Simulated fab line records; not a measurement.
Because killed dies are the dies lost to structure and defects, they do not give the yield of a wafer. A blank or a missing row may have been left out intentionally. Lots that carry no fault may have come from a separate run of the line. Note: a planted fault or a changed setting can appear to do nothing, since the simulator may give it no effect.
fab line records ; flow gf180mcu
record: lots: 5; wafers: 15; last_day: 32
route steps=602 shown MVSD@76 MVPSD@78
lots that met no fault: from a run of the same line without faults
start_h: start of the lot's first displayed wafer, in hours after the record's first day ; wait_h: time in hours since the lot's previous step ; " the same as in the row above ; L1.1+2: several wafers, shown together as one row ; - either no value or no given start ; * or withheld: withheld ; < > ~ a bound
route shown NAME@n: NAME is a module with steps in the file, n the number in the route of the first one ; usual: the fault-free wafers' mean and standard deviation ; same: alike in all rows ; chamber/n: place in a boat ; sites: per-site readings ; _std_site: standard deviation of those values ; _edge_site: mean of outer sites minus mean of inner sites ; radius_mm: how far each site lies from the wafer's centre ; mask NAME#n: copy n ; behind: the most recent tool/chamber to have shaped the wafer ; hold: why the lot went on hold/how many hours it stayed there/how the hold came to an end ; device: whichever transistor did not switch (one of n, p or np) ; end of line: tests of these same wafers at the route's end ; a step without rows: its recipe alone ; killed: dies lost to structure and defects at the first sort, not the wafer's yield ; map: shows each die of a wafer: x if killed, . if not, _ if none is there
set.NAME: the run value of the setting; set.NAME@STEP: its run value at that earlier step ; model.NAME: the simulator's own value behind a step, which no gauge read
lots seen at some steps along the route; tables by step, rows by wafer
services: from which hour (start_h, from the record's first day; less than 0 if before it) a tool's chamber was out of use, for how many hours, and why
== steps ==
step: GF_MVSD_STRIP_10
recipe: chemistry: O2/N2; power_w: 1400; pressure_mtorr: 1500; platen_temp_c: 250; o2_flow_sccm: 3000; n2_flow_sccm: 300; overash_fraction: 0.5
usual: drypump_motor_current_A: 6.1/0.38; heater_power_w: 322/38; n2_flow_sccm: 300.0/0.93; oes_product_au: 0.722/0.0049; strip_time_to_endpoint_s: 36.91/0.1
lot.wafer;tool;chamber;start_h;wait_h;drypump_motor_current_A;heater_power_w;n2_flow_sccm;oes_product_au;rf_hours_counter_h;strip_time_to_endpoint_s
L075.3;plasma_asher-04;0;85.85;0.1;5.9;292;300.3;0.721;-;36.89
L075.5;plasma_asher-04;1;85.85;0.1;6.0;291;300.3;0.721;-;36.88
L075.6;plasma_asher-04;0;85.85;0.1;6.0;291;301.6;0.730;-;36.85
L078.1;plasma_asher-03;1;102.68;0.1;6.6;367;298.7;0.717;48;36.89
L078.5;plasma_asher-03;1;102.68;0.1;6.6;375;298.4;0.715;-;36.96
L078.6;plasma_asher-03;0;102.68;0.1;5.6;314;299.1;0.720;-;36.82
L083.3;plasma_asher-04;1;145.47;0.1;6.0;296;299.8;0.731;-;37.01
L083.4;plasma_asher-04;0;145.47;0.1;6.0;285;300.7;0.720;-;37.18
L083.6;plasma_asher-04;1;145.47;0.1;6.0;291;299.5;0.721;-;36.95
L085.2;plasma_asher-04;1;160.22;0.1;6.0;295;300.3;0.727;35;36.94
L085.3;plasma_asher-04;0;160.22;0.1;6.0;291;299.8;0.727;-;36.88
L085.5;plasma_asher-04;0;160.22;0.1;6.0;285;299.6;0.731;-;36.89
L088.1;plasma_asher-04;1;164.83;0.1;6.0;293;298.1;0.723;35;36.90
L088.4;plasma_asher-04;1;164.83;0.1;6.0;294;298.4;0.720;-;37.03
L088.5;plasma_asher-04;1;164.83;0.1;6.0;277;299.7;0.720;-;36.90
step: GF_MVSD_TW_MEAS_11
usual: MVSD_TW: 1573/16
lot.wafer;tool;chamber;start_h;wait_h;MVSD_TW
L075.3;film_metro-04;-;85.94;0.1;1571
L075.5;film_metro-04;-;85.94;0.1;1569
L075.6;film_metro-04;-;85.94;0.1;1574
L078.1;film_metro-04;-;102.78;0.1;1562
L078.5;film_metro-04;-;102.78;0.1;1568
L078.6;film_metro-04;-;102.78;0.1;1564
L083.3;film_metro-04;-;145.55;0.1;1582
L083.4;film_metro-04;-;145.55;0.1;1585
L083.6;film_metro-04;-;145.55;0.1;1577
L085.2;film_metro-01;-;160.33;0.1;1584
L085.3;film_metro-01;-;160.33;0.1;1580
L085.5;film_metro-01;-;160.33;0.1;1580
L088.1;film_metro-01;-;164.93;0.1;1579
L088.4;film_metro-01;-;164.93;0.1;1579
L088.5;film_metro-01;-;164.93;0.1;1581
step: GF_MVPSD_DEHYDRATE_00
recipe: temp_c: 200; time_s: 60
usual: resist_line_temp_C: 23.00/0.1
same: time_s: 60
lot.wafer;tool;chamber;start_h;wait_h;resist_line_temp_C
L075.3;litho_track-04;0;92.23;6.3;23.16
L075.5;litho_track-04;0;92.23;6.3;22.87
L075.6;litho_track-04;0;92.23;6.3;22.87
L078.1;litho_track-01;0;109.70;6.9;23.05
L078.5;litho_track-01;0;109.70;6.9;22.94
L078.6;litho_track-01;0;109.70;6.9;23.02
L083.3;litho_track-04;0;153.03;7.5;23.09
L083.4;litho_track-04;0;153.03;7.5;23.00
L083.6;litho_track-04;0;153.03;7.5;22.86
L085.2;litho_track-02;0;167.62;7.3;23.04
L085.3;litho_track-02;0;167.62;7.3;23.11
L085.5;litho_track-02;0;167.62;7.3;23.03
L088.1;litho_track-01;0;172.65;7.7;23.00
L088.4;litho_track-01;0;172.65;7.7;23.01
L088.5;litho_track-01;0;172.65;7.7;22.98
step: GF_MVPSD_HMDS_01
recipe: prime_time_s: 60; prime_temp_c: 120
usual: resist_line_temp_C: 23.00/0.12
lot.wafer;tool;chamber;start_h;wait_h;resist_line_temp_C
L075.3;litho_track-04;0;92.38;0.1;22.98
L075.5;litho_track-04;0;92.38;0.1;22.90
L075.6;litho_track-04;0;92.38;0.1;22.79
L078.1;litho_track-01;0;109.85;0.1;22.75
L078.5;litho_track-01;0;109.85;0.1;22.91
L078.6;litho_track-01;0;109.85;0.1;23.04
L083.3;litho_track-04;0;153.18;0.1;22.73
L083.4;litho_track-04;0;153.18;0.1;22.96
L083.6;litho_track-04;0;153.18;0.1;23.07
L085.2;litho_track-02;0;167.77;0.1;22.96
L085.3;litho_track-02;0;167.77;0.1;23.02
L085.5;litho_track-02;0;167.77;0.1;23.04
L088.1;litho_track-01;0;172.80;0.1;23.20
L088.4;litho_track-01;0;172.80;0.1;23.37
L088.5;litho_track-01;0;172.80;0.1;23.23
step: GF_MVPSD_COAT_02
recipe: spin_rpm: 2000; resist_thk_nm: 3000
usual: dispense_pressure_kPa: 51/3.1; resist_line_temp_C: 23.01/0.095
lot.wafer;tool;chamber;start_h;wait_h;dispense_pressure_kPa;resist_line_temp_C
L075.3;litho_track-04;0;92.53;0.1;55;23.00
L075.5;litho_track-04;0;92.53;0.1;55;22.95
L075.6;litho_track-04;0;92.53;0.1;55;22.94
L078.1;litho_track-01;0;110.00;0.1;50;23.09
L078.5;litho_track-01;0;110.00;0.1;50;23.08
L078.6;litho_track-01;0;110.00;0.1;50;22.98
L083.3;litho_track-04;0;153.33;0.1;55;22.91
L083.4;litho_track-04;0;153.33;0.1;55;23.07
L083.6;litho_track-04;0;153.33;0.1;55;23.08
L085.2;litho_track-02;0;167.92;0.1;48;22.83
L085.3;litho_track-02;0;167.92;0.1;48;23.05
L085.5;litho_track-02;0;167.92;0.1;48;23.01
L088.1;litho_track-01;0;172.95;0.1;50;23.08
L088.4;litho_track-01;0;172.95;0.1;50;22.88
L088.5;litho_track-01;0;172.95;0.1;50;23.04
step: GF_MVPSD_SOFTBAKE_03
recipe: temp_c: 110; time_s: withheld
usual: resist_line_temp_C: 23.00/0.11
lot.wafer;tool;chamber;start_h;wait_h;resist_line_temp_C
L075.3;litho_track-04;0;92.70;0.1;23.16
L075.5;litho_track-04;0;92.70;0.1;22.84
L075.6;litho_track-04;0;92.70;0.1;23.03
L078.1;litho_track-01;0;110.15;0.1;22.98
L078.5;litho_track-01;0;110.15;0.1;23.08
L078.6;litho_track-01;0;110.15;0.1;22.92
L083.3;litho_track-04;0;153.50;0.1;23.05
L083.4;litho_track-04;0;153.50;0.1;23.12
L083.6;litho_track-04;0;153.50;0.1;22.95
L085.2;litho_track-02;0;168.08;0.1;22.75
L085.3;litho_track-02;0;168.08;0.1;22.88
L085.5;litho_track-02;0;168.08;0.1;22.87
L088.1;litho_track-01;0;173.10;0.1;23.10
L088.4;litho_track-01;0;173.10;0.1;23.24
L088.5;litho_track-01;0;173.10;0.1;23.12
step: GF_MVPSD_EXPOSE_04
recipe: mask_id: MVPSD; target_cd_nm: 1000; na: 0.6; source_shape: conventional; sigma_outer: 0.6; dose_mj: 260
lot.wafer;tool;chamber;start_h;wait_h;mask
L075.3+5+6;iline_stepper-01;0;-;-;MVPSD#0
L078.1+5+6;iline_stepper-01;0;-;-;MVPSD#0
L083.3+4+6;iline_stepper-01;0;-;-;MVPSD#0
L085.2+3+5;iline_stepper-01;0;-;-;MVPSD#0
L088.1+4+5;iline_stepper-01;0;-;-;MVPSD#0
step: GF_MVPSD_PEB_05
recipe: temp_c: 115; time_s: withheld
usual: resist_line_temp_C: 23.00/0.11
lot.wafer;tool;chamber;start_h;wait_h;resist_line_temp_C
L075.3;litho_track-02;0;-;-;23.08
L075.5;litho_track-02;0;-;-;22.98
L075.6;litho_track-02;0;-;-;22.77
L078.1;litho_track-01;0;-;-;23.14
L078.5;litho_track-01;0;-;-;23.04
L078.6;litho_track-01;0;-;-;23.09
L083.3;litho_track-02;0;-;-;22.96
L083.4;litho_track-02;0;-;-;23.15
L083.6;litho_track-02;0;-;-;23.15
L085.2;litho_track-01;0;-;-;22.72
L085.3;litho_track-01;0;-;-;22.92
L085.5;litho_track-01;0;-;-;22.81
L088.1;litho_track-02;0;-;-;23.08
L088.4;litho_track-02;0;-;-;23.00
L088.5;litho_track-02;0;-;-;22.94
step: GF_MVPSD_DEVELOP_06
recipe: wall_angle_deg: 90; develop_time_s: 60; dev_temp_c: 21.85
usual: resist_line_temp_C: 23.03/0.094
lot.wafer;tool;chamber;start_h;wait_h;resist_line_temp_C
L075.3;litho_track-02;0;-;-;23.08
L075.5;litho_track-02;0;-;-;23.07
L075.6;litho_track-02;0;-;-;23.03
L078.1;litho_track-01;0;-;-;22.99
L078.5;litho_track-01;0;-;-;23.03
L078.6;litho_track-01;0;-;-;22.96
L083.3;litho_track-02;0;-;-;22.90
L083.4;litho_track-02;0;-;-;22.84
L083.6;litho_track-02;0;-;-;22.97
L085.2;litho_track-01;0;-;-;22.94
L085.3;litho_track-01;0;-;-;22.97
L085.5;litho_track-01;0;-;-;22.96
L088.1;litho_track-02;0;-;-;23.15
L088.4;litho_track-02;0;-;-;23.10
L088.5;litho_track-02;0;-;-;23.14
step: GF_MVPSD_OVL_MEAS_07
usual: MVPSD_OVL: 0.5/1.4
lot.wafer;tool;chamber;start_h;wait_h;MVPSD_OVL[nm]
L075.3;overlay-02;-;99.11;-;-1.6
L075.5;overlay-02;-;99.11;-;-1.7
L075.6;overlay-02;-;99.11;-;-2.4
L078.1;overlay-02;-;117.10;-;1.5
L078.5;overlay-02;-;117.10;-;0.6
L078.6;overlay-02;-;117.10;-;0.4
L083.3;overlay-01;-;161.86;-;3.7
L083.4;overlay-01;-;161.86;-;2.0
L083.6;overlay-01;-;161.86;-;0.7
L085.2;overlay-02;-;176.35;-;0.0
L085.3;overlay-02;-;176.35;-;0.9
L085.5;overlay-02;-;176.35;-;1.5
L088.1;overlay-02;-;181.30;-;0.0
L088.4;overlay-02;-;181.30;-;0.3
L088.5;overlay-02;-;181.30;-;1.8
== services ==
tool;chamber;start_h;hours;kind
plasma_asher-04;-;62.08;1.5;repair
plasma_asher-03;-;108.82;9.0;pm
plasma_asher-03;0;108.82;9.0;vent_cycle
plasma_asher-03;1;108.82;9.0;vent_cycle
plasma_asher-03;0;117.82;-;clean
plasma_asher-03;1;117.82;-;clean
plasma_asher-03;-;121.87;2.8;pm
iline_stepper-01;-;165.22;1.7;pm
== key ==
fault none
